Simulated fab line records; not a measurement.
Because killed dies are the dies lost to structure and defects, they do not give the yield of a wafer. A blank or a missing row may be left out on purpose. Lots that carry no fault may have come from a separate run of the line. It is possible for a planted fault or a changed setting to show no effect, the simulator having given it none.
fab line records + flow sky130
record:
- lots: 6
- wafers: 18
- last_day: 50
route steps=708 shown SONOS_ONO@186 GATE_OXIDE@187 PAD_OPEN@708
lots that met no fault: taken from a fault-free run of the same line
start_h: start of the lot's first displayed wafer, in hours after the record's first day + wait_h: hours from the lot's prior step to this one + " the same as in the row above + L1.1+2: a single row standing in for several wafers + - no value present, or no start provided + * or withheld: withheld + < > ~ a bound
route shown NAME@n: names a module that has steps shown in the file, with the first one's number in the route + usual: mean and standard deviation over wafers with no fault + same: alike in all rows + chamber/n: place in a boat + sites: readings site by site + _std_site: the values' standard deviation + _edge_site: mean of outer sites minus mean of inner sites + radius_mm: for every site, how far away it sits from the centre of the wafer + mask NAME#n: copy n + behind: the tool/chamber that last shaped the wafer + hold: why the lot was held/for how many hours/how that ended + device: the n, p or np transistor that did not switch + end of line: at the end of the route, the tests of the same wafers + for a step that has no rows: nothing shown but its recipe + killed: the dies lost at the first sort to structure and to defects; this is not the yield of the wafer + map: a wafer's dies, marking killed ones x, the rest . and places with no die _
set.NAME: the setting as run; set.NAME@STEP: as run at that earlier step + model.NAME: the simulator's own value behind a step, which no gauge read
lots seen at some steps along the route; tables by step, rows by wafer
services: a tool's chamber out of use, with start hour (start_h, from the record's first day; less than 0 if before it), hours out, and reason
== steps ==
step: SKY_SONOS_ONO_WET_ETCH_18
recipe:
- chemistry: H3PO4
- target_depth_nm: 15
- target: Si3N4
- temp_c: 160
- time_s: 172
step: SKY_GATE_OXIDE_CLEAN_00
recipe:
- chemistry: SC1/SC2
- mix: 1:4:20
- temp_c: 70
- time_s: 150
- dry: n2_spin
step: SKY_GATE_OXIDE_OXIDATION_01
recipe:
- temp_c: 900
- ambient: O2
- stabilise_s: 600
- purge_s: 300
- target_thk_a: 102.68
- ox_time_s: 1473
step: SKY_GATE_OXIDE_THK_MEAS_02
recipe:
- reads: SiO2_of_GATE_OXIDE_OXIDATION_01
usual:
- GATE_OXIDE_OXIDATION_00_THK: 10.26/0.19
| lot.wafer | tool          | chamber | start_h | wait_h | GATE_OXIDE_OXIDATION_00_THK[nm] |
|-----------|---------------|---------|---------|--------|---------------------------------|
| L379.1    | film_metro-04 | -       | 303.04  | 0.0    | 10.39                           |
| L379.2    | "             | -       | "       | "      | 10.25                           |
| L379.5    | "             | -       | "       | "      | 10.16                           |
| L383.2    | film_metro-04 | -       | 358.05  | 0.0    | 10.31                           |
| L383.3    | "             | -       | "       | "      | 10.32                           |
| L383.5    | "             | -       | "       | "      | 10.21                           |
| L393.2    | film_metro-04 | -       | 412.52  | 0.0    | 9.92                            |
| L393.3    | "             | -       | "       | "      | 10.12                           |
| L393.4    | "             | -       | "       | "      | 9.90                            |
| L395.1    | film_metro-01 | -       | 430.02  | 0.0    | 10.13                           |
| L395.5    | "             | -       | "       | "      | 10.15                           |
| L395.6    | "             | -       | "       | "      | 10.22                           |
| L397.1    | film_metro-04 | -       | 453.19  | 0.0    | 10.07                           |
| L397.3    | "             | -       | "       | "      | 10.23                           |
| L397.6    | "             | -       | "       | "      | 10.28                           |
| L400.2    | film_metro-02 | -       | 477.06  | 0.0    | 10.00                           |
| L400.5    | "             | -       | "       | "      | 10.09                           |
| L400.6    | "             | -       | "       | "      | 10.03                           |
step: SKY_GATE_OXIDE_DEHYDRATE_03
recipe:
- temp_c: 200
- time_s: 60
step: SKY_GATE_OXIDE_HMDS_04
recipe:
- prime_time_s: 60
- prime_temp_c: 120
step: SKY_GATE_OXIDE_COAT_05
recipe:
- resist: NOVOLAK
- spin_rpm: 3000
- resist_thk_nm: 1140
step: SKY_GATE_OXIDE_SOFTBAKE_06
recipe:
- temp_c: 90
- time_s: 60
- resist: NOVOLAK
step: SKY_GATE_OXIDE_EXPOSE_07
recipe:
- mask_id: LVOM
- na: 0.6
- source_shape: conventional
- sigma_outer: 0.6
- polarization: unpolarized
- target_cd_nm: 600
- dose_mj: 170
step: SKY_GATE_OXIDE_PEB_08
recipe:
- temp_c: withheld
- time_s: *
- resist: NOVOLAK
step: SKY_GATE_OXIDE_DEVELOP_09
recipe:
- resist: NOVOLAK
- developer: TMAH
- develop_time_s: 60
- dev_temp_c: 23
step: SKY_GATE_OXIDE_OVL_MEAS_10
usual:
- GATE_OXIDE_OVL: -1.5/1.3
| lot.wafer | tool       | chamber | start_h | wait_h | GATE_OXIDE_OVL[nm] |
|-----------|------------|---------|---------|--------|--------------------|
| L379.1    | overlay-01 | -       | 329.42  | 0.1    | -2.7               |
| L379.2    | "          | -       | "       | "      | -3.2               |
| L379.5    | "          | -       | "       | "      | -1.0               |
| L383.2    | overlay-01 | -       | 385.32  | 0.1    | -1.7               |
| L383.3    | "          | -       | "       | "      | -2.3               |
| L383.5    | "          | -       | "       | "      | -2.5               |
| L393.2    | overlay-02 | -       | 441.12  | 0.1    | 0.3                |
| L393.3    | "          | -       | "       | "      | -0.8               |
| L393.4    | "          | -       | "       | "      | -2.4               |
| L395.1    | overlay-01 | -       | 460.60  | 0.1    | -1.1               |
| L395.5    | "          | -       | "       | "      | -1.1               |
| L395.6    | "          | -       | "       | "      | -2.2               |
| L397.1    | overlay-01 | -       | 483.30  | 0.1    | -3.2               |
| L397.3    | "          | -       | "       | "      | -4.6               |
| L397.6    | "          | -       | "       | "      | -4.1               |
| L400.2    | overlay-02 | -       | 506.97  | 0.1    | -2.7               |
| L400.5    | "          | -       | "       | "      | -5.4               |
| L400.6    | "          | -       | "       | "      | -2.4               |
step: SKY_GATE_OXIDE_IMPLANT_11
recipe:
- species: B
- energy_kev: 10
- dose_cm2: 2.6e+12
- tilt_deg: withheld
usual:
- beam_energy_keV: 10.000/0.0028
- end_station_pressure_torr: 5.05e-06/2.2e-07
| lot.wafer | tool         | chamber | start_h | wait_h | beam_energy_keV | end_station_pressure_torr | model.implant.rp_nm | model.implant.drp_nm |
|-----------|--------------|---------|---------|--------|-----------------|---------------------------|---------------------|----------------------|
| L379.1    | implanter-04 | 0       | 329.45  | 0.0    | 10.003          | 5.32e-06                  | 32.79               | 17.11                |
| L379.2    | "            | 0       | "       | "      | 10.001          | 5.13e-06                  | 32.79               | 17.11                |
| L379.5    | "            | 0       | "       | "      | 9.9994          | 4.68e-06                  | 32.79               | 17.11                |
| L383.2    | implanter-03 | 0       | 385.37  | 0.0    | 10.001          | 5e-06                     | 32.11               | 17.11                |
| L383.3    | "            | 0       | "       | "      | 10.000          | 5.1e-06                   | 32.11               | 17.11                |
| L383.5    | "            | 0       | "       | "      | 9.9994          | 4.9e-06                   | 32.11               | 17.11                |
| L393.2    | implanter-03 | 0       | 441.18  | 0.0    | 9.1339          | 4.95e-06                  | 31.82               | 16.07                |
| L393.3    | "            | 0       | "       | "      | 9.1392          | 4.73e-06                  | 31.82               | 16.07                |
| L393.4    | "            | 0       | "       | "      | 9.1345          | 5.12e-06                  | 31.82               | 16.07                |
| L395.1    | implanter-03 | 0       | 460.64  | 0.0    | 9.1363          | 5.22e-06                  | 29.8                | 16.07                |
| L395.5    | "            | 0       | "       | "      | 9.1382          | 4.97e-06                  | 29.8                | 16.07                |
| L395.6    | "            | 0       | "       | "      | 9.1405          | 4.82e-06                  | 29.8                | 16.07                |
| L397.1    | implanter-04 | 0       | 483.34  | 0.0    | 10.000          | 5.29e-06                  | 31.52               | 17.11                |
| L397.3    | "            | 0       | "       | "      | 10.003          | 5.24e-06                  | 31.52               | 17.11                |
| L397.6    | "            | 0       | "       | "      | 10.001          | 5.42e-06                  | 31.52               | 17.11                |
| L400.2    | implanter-02 | 0       | 507.03  | 0.0    | 9.9992          | 5.12e-06                  | 33.07               | 17.11                |
| L400.5    | "            | 0       | "       | "      | 10.003          | 4.88e-06                  | 33.07               | 17.11                |
| L400.6    | "            | 0       | "       | "      | 10.006          | 4.89e-06                  | 33.07               | 17.11                |
step: SKY_GATE_OXIDE_WET_ETCH_12
recipe:
- chemistry: dHF
- target_depth_nm: 16.8
- dry: n2_spin
- target: SiO2
- dilution: 100:1
- temp_c: 25
- time_s: 336
step: SKY_PAD_OPEN_PROBE_99
usual:
- killed_at_M0_to_M3: 43/6.8
- killed_at_M4_up: 3.0/1.8
- killed_at_contacts: 23/5.4
- killed_at_front_end: 15/4.4
- killed_at_other: 0.3/0.51
- killed_dies: 85/9.2
- killed_open: 47/6.8
- killed_short: 39/6.8
same:
- gross_dies: 492
- killed_at_back_side: 0
| lot.wafer | tool      | chamber | start_h | wait_h | killed_at_M0_to_M3 | killed_at_M4_up | killed_at_contacts | killed_at_front_end | killed_at_other | killed_dies | killed_open | killed_short | model.etest.pfet_01v8_lvt.off_log10_a_um | model.etest.pfet_01v8_lvt.vt_sat_v | model.etest.pfet_01v8_lvt.vt_v | model.etest.pfet_01v8_lvt.vt_long_v |
|-----------|-----------|---------|---------|--------|--------------------|-----------------|--------------------|---------------------|-----------------|-------------|-------------|--------------|------------------------------------------|------------------------------------|--------------------------------|-------------------------------------|
| L379.1    | prober-02 | -       | 1084.48 | 0.1    | 49                 | 5               | 23                 | 16                  | 0               | 93          | 49          | 44           | -8.678                                   | -0.42                              | -0.5162                        | -0.6359                             |
| L379.2    | prober-02 | -       | 1084.53 | 0.1    | 52                 | 1               | 11                 | 20                  | 0               | 84          | 49          | 35           | -8.572                                   | -0.4236                            | -0.5187                        | -0.6371                             |
| L379.5    | prober-02 | -       | 1084.68 | 0.2    | 36                 | 4               | 23                 | 14                  | 1               | 78          | 35          | 43           | -8.82                                    | -0.4286                            | -0.5197                        | -0.6392                             |
| L383.2    | prober-02 | -       | 1128.52 | 0.1    | 38                 | 2               | 24                 | 13                  | 0               | 77          | 43          | 34           | -8.995                                   | -0.445                             | -0.5321                        | -0.651                              |
| L383.3    | prober-02 | -       | 1128.57 | 0.2    | 31                 | 1               | 18                 | 10                  | 0               | 60          | 35          | 25           | -9.1                                     | -0.4496                            | -0.5381                        | -0.6557                             |
| L383.5    | prober-02 | -       | 1128.67 | 0.2    | 48                 | 2               | 17                 | 8                   | 1               | 76          | 40          | 36           | -8.981                                   | -0.449                             | -0.5368                        | -0.6507                             |
| L393.2    | prober-02 | -       | 1164.33 | 0.1    | 51                 | 1               | 8                  | 21                  | 0               | 81          | 44          | 37           | -9.158                                   | -0.4546                            | -0.5436                        | -0.6614                             |
| L393.3    | prober-02 | -       | 1164.38 | 0.2    | 41                 | 2               | 30                 | 13                  | 0               | 86          | 61          | 25           | -9.281                                   | -0.451                             | -0.5431                        | -0.6594                             |
| L393.4    | prober-02 | -       | 1164.43 | 0.2    | 45                 | 1               | 15                 | 15                  | 0               | 76          | 35          | 41           | -8.908                                   | -0.4454                            | -0.5374                        | -0.6572                             |
| L395.1    | prober-02 | -       | 1176.43 | 0.1    | 45                 | 3               | 14                 | 18                  | 1               | 81          | 48          | 33           | -9.356                                   | -0.4639                            | -0.5467                        | -0.6669                             |
| L395.5    | prober-02 | -       | 1176.63 | 0.2    | 44                 | 6               | 22                 | 19                  | 0               | 91          | 51          | 40           | -9.423                                   | -0.4658                            | -0.55                          | -0.6705                             |
| L395.6    | prober-02 | -       | 1176.68 | 0.2    | 41                 | 3               | 30                 | 13                  | 0               | 87          | 47          | 40           | -9.535                                   | -0.4723                            | -0.5549                        | -0.67                               |
| L397.1    | prober-02 | -       | 1191.54 | 0.1    | 51                 | 2               | 19                 | 18                  | 0               | 90          | 56          | 34           | -8.788                                   | -0.436                             | -0.527                         | -0.6452                             |
| L397.3    | prober-02 | -       | 1191.64 | 0.2    | 34                 | 0               | 23                 | 21                  | 0               | 78          | 45          | 33           | -8.822                                   | -0.4325                            | -0.5249                        | -0.6431                             |
| L397.6    | prober-02 | -       | 1191.79 | 0.2    | 46                 | 3               | 21                 | 7                   | 0               | 77          | 41          | 36           | -9.002                                   | -0.447                             | -0.5378                        | -0.6528                             |
| L400.2    | prober-01 | -       | 1199.59 | 0.1    | 41                 | 2               | 26                 | 10                  | 0               | 79          | 38          | 41           | -8.677                                   | -0.4239                            | -0.5202                        | -0.6406                             |
| L400.5    | prober-01 | -       | 1199.74 | 0.2    | 50                 | 1               | 25                 | 12                  | 0               | 88          | 41          | 47           | -8.678                                   | -0.4278                            | -0.523                         | -0.6421                             |
| L400.6    | prober-01 | -       | 1199.79 | 0.2    | 58                 | 2               | 30                 | 13                  | 0               | 103         | 49          | 54           | -8.722                                   | -0.4275                            | -0.5213                        | -0.6405                             |
killed by level:class
L379.1 CONTACT:geometric_particle:open=11 VIA2:geometric_particle:open=10 VIA1:geometric_particle:open=9 METAL2:geometric_particle:short=7 CONTACT:geometric_particle:short=6 VIA2:geometric_particle:short=6 FIELD_ISO:geometric_particle:open=5 METAL4:geometric_particle:short=5
L379.2 VIA3:geometric_particle:open=12 VIA2:geometric_particle:open=10 VIA1:geometric_particle:open=7 FIELD_ISO:geometric_particle:open=5 POLY_GATE:geometric_particle:short=5 POLY_GATE:geometric_particle:open=5 METAL1:geometric_particle:short=5 VIA1:geometric_particle:short=4
L379.5 CONTACT:geometric_particle:open=8 LI_CONTACT:geometric_particle:open=7 METAL1:geometric_particle:short=7 VIA1:geometric_particle:open=7 FIELD_ISO:geometric_particle:short=6 VIA1:geometric_particle:short=6 VIA3:geometric_particle:open=5 METAL4:geometric_particle:short=4
L383.2 VIA2:geometric_particle:open=10 LI_CONTACT:geometric_particle:open=9 CONTACT:geometric_particle:open=7 FIELD_ISO:geometric_particle:open=5 VIA1:geometric_particle:open=5 METAL1:geometric_particle:short=4 METAL2:geometric_particle:short=4 CONTACT:geometric_particle:short=4
L383.3 VIA1:geometric_particle:open=7 LI_CONTACT:geometric_particle:open=6 METAL2:geometric_particle:short=6 VIA3:geometric_particle:open=6 CONTACT:geometric_particle:open=5 CONTACT:geometric_particle:short=4 POLY_GATE:geometric_particle:open=4 VIA2:geometric_particle:open=4
L383.5 VIA1:geometric_particle:open=9 METAL2:geometric_particle:open=8 LI_CONTACT:geometric_particle:open=6 METAL1:geometric_particle:short=6 METAL2:geometric_particle:short=6 CONTACT:geometric_particle:open=5 METAL3:geometric_particle:short=5 VIA1:geometric_particle:short=4
L393.2 VIA1:geometric_particle:open=16 FIELD_ISO:geometric_particle:open=7 METAL1:geometric_particle:short=6 VIA2:geometric_particle:open=6 VIA3:geometric_particle:short=6 METAL2:geometric_particle:short=5 POLY_GATE:geometric_particle:open=4 VIA3:geometric_particle:open=4
L393.3 CONTACT:geometric_particle:open=15 VIA1:geometric_particle:open=10 LI_CONTACT:geometric_particle:open=10 VIA2:geometric_particle:open=10 FIELD_ISO:geometric_particle:open=6 METAL3:geometric_particle:short=5 VIA1:geometric_particle:short=4 POLY_GATE:geometric_particle:open=3
L393.4 VIA1:geometric_particle:open=11 METAL2:geometric_particle:short=7 VIA3:geometric_particle:open=6 METAL1:geometric_particle:short=6 CONTACT:geometric_particle:open=5 FIELD_ISO:geometric_particle:short=4 LOCAL_INTERCONNECT:geometric_particle:short=4 POLY_GATE:geometric_particle:short=4
L395.1 VIA1:geometric_particle:open=11 VIA3:geometric_particle:open=9 METAL1:geometric_particle:short=7 VIA2:geometric_particle:open=6 CONTACT:geometric_particle:open=6 LI_CONTACT:geometric_particle:open=5 METAL2:geometric_particle:short=5 FIELD_ISO:geometric_particle:short=4
L395.5 VIA3:geometric_particle:open=11 VIA1:geometric_particle:open=10 POLY_GATE:geometric_particle:open=7 CONTACT:geometric_particle:open=7 VIA2:geometric_particle:open=6 POLY_GATE:geometric_particle:short=5 LI_CONTACT:geometric_particle:open=5 LOCAL_INTERCONNECT:geometric_particle:short=4
L395.6 CONTACT:geometric_particle:open=10 VIA1:geometric_particle:open=8 METAL1:geometric_particle:short=8 VIA2:geometric_particle:open=7 LI_CONTACT:geometric_particle:open=6 CONTACT:geometric_particle:short=5 VIA1:geometric_particle:short=5 LOCAL_INTERCONNECT:geometric_particle:open=4
L397.1 VIA1:geometric_particle:open=16 CONTACT:geometric_particle:open=11 VIA2:geometric_particle:open=7 VIA1:geometric_particle:short=6 FIELD_ISO:geometric_particle:open=5 POLY_GATE:geometric_particle:open=5 POLY_GATE:geometric_particle:short=5 LI_CONTACT:geometric_particle:open=5
L397.3 CONTACT:geometric_particle:open=8 VIA1:geometric_particle:open=7 FIELD_ISO:geometric_particle:short=6 LI_CONTACT:geometric_particle:open=5 VIA2:geometric_particle:open=5 VIA2:geometric_particle:short=5 FIELD_ISO:geometric_particle:open=4 POLY_GATE:geometric_particle:short=4
L397.6 VIA1:geometric_particle:open=9 VIA1:geometric_particle:short=8 METAL2:geometric_particle:short=8 CONTACT:geometric_particle:open=7 VIA2:geometric_particle:open=6 VIA3:geometric_particle:open=6 METAL1:geometric_particle:short=5 LI_CONTACT:geometric_particle:open=5
L400.2 METAL2:geometric_particle:short=10 CONTACT:geometric_particle:open=8 VIA1:geometric_particle:open=6 VIA3:geometric_particle:open=6 LOCAL_INTERCONNECT:geometric_particle:short=5 LI_CONTACT:geometric_particle:open=5 VIA2:geometric_particle:short=4 FIELD_ISO:geometric_particle:short=3
L400.5 LI_CONTACT:geometric_particle:open=8 METAL1:geometric_particle:short=8 CONTACT:geometric_particle:open=6 METAL3:geometric_particle:short=6 VIA2:geometric_particle:open=6 VIA3:geometric_particle:open=6 VIA1:geometric_particle:open=5 FIELD_ISO:geometric_particle:short=4
L400.6 VIA2:geometric_particle:open=12 METAL2:geometric_particle:short=11 LI_CONTACT:geometric_particle:open=9 CONTACT:geometric_particle:open=8 POLY_GATE:geometric_particle:short=7 METAL1:geometric_particle:short=7 VIA1:geometric_particle:open=7 CONTACT:geometric_particle:short=6
== services ==
| tool         | chamber | start_h | hours | kind   |
|--------------|---------|---------|-------|--------|
| implanter-04 | -       | 370.92  | 2.1   | repair |
| implanter-03 | -       | 476.92  | 3.6   | pm     |
| implanter-04 | -       | 484.45  | 6.1   | pm     |
| implanter-03 | -       | 493.76  | 2.8   | repair |
| implanter-04 | -       | 506.65  | 3.6   | pm     |
== key ==
first_sign:
- step: SKY_GATE_OXIDE_IMPLANT_11
- reading: beam_energy_keV
- direction: down
- sigmas: 99+
- usual: *
- struck: *
effect none on later readings
model_effect:
- step: SKY_GATE_OXIDE_IMPLANT_11
- value: implant.rp_nm
- without: 33.17
- struck: 30.81
model_effect:
- step: SKY_PAD_OPEN_PROBE_99
- value: etest.pfet_01v8_lvt.off_log10_a_um
- without: -8.847
- struck: -9.277
met_at SKY_GATE_OXIDE_IMPLANT_11
struck_wafers L393.2,L393.3,L393.4,L395.1,L395.5,L395.6
tester_left_out L393,L395
onset_between 385.37 441.18
fault:
- kind: process_parameter_drift
- tool: implanter-03
- chamber: -
- onset_h: 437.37
- steps: SKY_GATE_OXIDE_IMPLANT_11
- channel: energy_kev
- offset: *
- shape: step
- end_h: 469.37
- acts_in: *
- stated: *
tester_left_out: of these lots the tester's yield and bins aren't shown, on N5 and GAA mostly nor the transistor test; their killed dies are dies lost to structure and defects alone, not to doping, threshold or leakage, so they don't give the yield
